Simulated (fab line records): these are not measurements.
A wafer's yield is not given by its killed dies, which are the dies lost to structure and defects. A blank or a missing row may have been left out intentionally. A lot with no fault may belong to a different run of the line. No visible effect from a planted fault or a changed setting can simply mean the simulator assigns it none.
One fault seen from 2 desks	flow sky130	every desk sees just its own numbers, and what lay behind them comes last

== METROLOGY DESK ==
What the gauges read, lot by lot, whatever tool the lot ran on: means of the sampled wafers that have a number. If a lot's mean is further than 4 standard deviations from the usual mean, the lot is out of limits and carries the mark OUT (the distance appears in the brackets).
Columns: A = VIA3_HDPCVD_THK at SKY_VIA3_THK_MEAS_01, usual 1630 nm
lot	first seen here	A
L422	day 38 06:24	1600
L423	day 38 23:27	1677
L426	day 39 12:19	1638
L428	day 40 11:37	1628
L430	day 41 20:21	1623
L431	day 42 00:25	1616
L436	day 42 20:47	1618
L437	day 43 16:38	1953 (+17) OUT
L439	day 43 22:51	1650
L442	day 44 13:44	1970 (+18) OUT
L444	day 44 20:12	1948 (+17) OUT
This desk finds L437, L442, L444 out of limits, with the earliest case on L437 at day 43 16:38 (VIA3_HDPCVD_THK at SKY_VIA3_THK_MEAS_01). In limits: L422, L423, L426, L428, L430, L431, L436, L439.

== AT THE TOOL OWNER'S DESK: hdpcvd-02 ==
The tool's own readings at SKY_VIA3_HDPCVD_00 (deposits SiO2, target thk 1635 nm, time 272.5 s): means of the sampled wafers that have a number, for each lot that ran on this tool. If a lot's mean is further than 4 standard deviations from the usual mean, the lot is out of limits and carries the mark OUT (the distance appears in the brackets).
Columns: A = sih4 flow sccm at SKY_VIA3_HDPCVD_00, usual 60.00 sccm
lot	first seen here	A
L423	day 38 23:16	59.92
L426	day 39 12:09	59.95
L430	day 41 20:11	59.96
L431	day 42 00:19	59.97
L437	day 43 16:28	72.03 (+63) OUT
L442	day 44 13:32	71.95 (+63) OUT
L444	day 44 20:02	71.99 (+63) OUT
Finding of this desk: L437, L442, L444 out of limits; the first was L437 at day 43 16:28, on sih4 flow sccm at SKY_VIA3_HDPCVD_00. In limits: L423, L426, L430, L431.

== ALL TOGETHER ==
On L437, L442, L444, at day 43 16:28, an alarm was possible from the tool owner's desk.
At day 43 16:38 the metrology desk could have sounded an alarm, on L437, L442, L444.
Every lot named ran SKY_VIA3_HDPCVD_00 on hdpcvd-02.

== WHAT THE SIMULATOR PUT IN ==
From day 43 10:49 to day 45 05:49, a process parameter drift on hdpcvd-02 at SKY_VIA3_HDPCVD_00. From 60, the setting sih4 flow sccm moved by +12. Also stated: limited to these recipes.
Struck lots among those shown: L437, L442, L444.
Delay (hours) between the fault's onset and each desk's first out-of-limits reading: 6 at the tool owner's desk, 6 at the metrology desk.
